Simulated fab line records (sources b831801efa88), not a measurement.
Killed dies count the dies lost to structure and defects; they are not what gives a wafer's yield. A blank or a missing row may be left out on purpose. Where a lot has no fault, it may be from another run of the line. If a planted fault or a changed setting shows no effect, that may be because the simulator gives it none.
2 desks, one fault + flow sfq-line + each desk holds nothing but its own numbers, with what lay behind them at the end

THE METROLOGY DESK
Means of the sampled wafers that have a number, per lot and without regard to the tool the lot ran on: this is what the gauges read. The brackets show how far a lot's mean lies from the usual mean; more than 4 standard deviations puts the lot out of limits, marked OUT.
Columns: A = M0_NB_RS at SFQ_M0_RS_MEAS_904, usual 0.880 ohm/sq; B = C5_OVL at SFQ_C5_OVL_MEAS_937, usual 0 nm
| lot  | first seen here | A               | B  |
|------|-----------------|-----------------|----|
| L808 | day 7 13:29     | 0.881           | 3  |
| L809 | day 7 22:53     | 0.891           | 4  |
| L811 | day 8 20:25     | 0.876           | 1  |
| L817 | day 10 21:32    | 0.640 (-25) OUT | 0  |
| L818 | day 11 02:17    | 0.765 (-12) OUT | 1  |
| L819 | day 11 08:21    | 0.654 (-24) OUT | 6  |
| L820 | day 11 14:32    | 0.883           | -1 |
| L823 | day 12 09:37    | 0.882           | 3  |
| L824 | day 12 17:10    | 0.871           | 4  |
| L825 | day 13 01:01    | 0.886           | 6  |
| L827 | day 13 20:13    | 0.878           | -7 |
| L828 | day 13 23:37    | 0.879           | -5 |
| L829 | day 14 06:49    | 0.882           | -1 |
| L830 | day 14 22:55    | 0.882           | -7 |
| L831 | day 15 03:07    | 0.895           | -5 |
This desk finds L817, L818, L819 out of limits, with the earliest case on L817 at day 10 21:32 (M0_NB_RS at SFQ_M0_RS_MEAS_904). In limits: L808, L809, L811, L820, L823, L824, L825, L827, L828, L829, L830, L831.

DESK OF THE TOOL OWNER: pvd-sputter-06
The tool's own readings at SFQ_TRILAYER_M0_DEP_SPUTTER_019 (material Nb, target thk 200 nm, time 133.3 s): means of the sampled wafers that have a number, for each lot that ran on this tool. The brackets show how far a lot's mean lies from the usual mean; more than 4 standard deviations puts the lot out of limits, marked OUT.
Columns: A = throttle-valve-pct at SFQ_TRILAYER_M0_DEP_SPUTTER_019, usual 30.0 %
| lot  | first seen here | A    |
|------|-----------------|------|
| L811 | day 8 20:17     | 30.6 |
| L817 | day 10 21:24    | 30.6 |
| L818 | day 11 02:12    | 30.7 |
| L819 | day 11 08:13    | 30.7 |
| L828 | day 13 23:31    | 30.7 |
| L829 | day 14 06:42    | 30.9 |
| L830 | day 14 22:49    | 30.8 |
This desk's verdict: no lot among the 7 shows anything out of limits.

TAKEN TOGETHER
L817, L818, L819 would have let the metrology desk raise an alarm at day 10 21:32.
The tool owner's desk saw nothing out of limits.
Tool owner's desk: L817, L818, L819 on record, inside its limits.
The lots listed all ran SFQ_TRILAYER_M0_DEP_SPUTTER_019 on pvd-sputter-06.

WHAT THE SIMULATOR PUT IN
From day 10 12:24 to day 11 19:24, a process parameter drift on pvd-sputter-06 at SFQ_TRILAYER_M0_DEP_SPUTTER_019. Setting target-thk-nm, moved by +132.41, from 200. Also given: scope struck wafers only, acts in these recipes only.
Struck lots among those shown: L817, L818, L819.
Time in hours between the start of the fault and the first out-of-limits reading at each desk: metrology desk, 9.
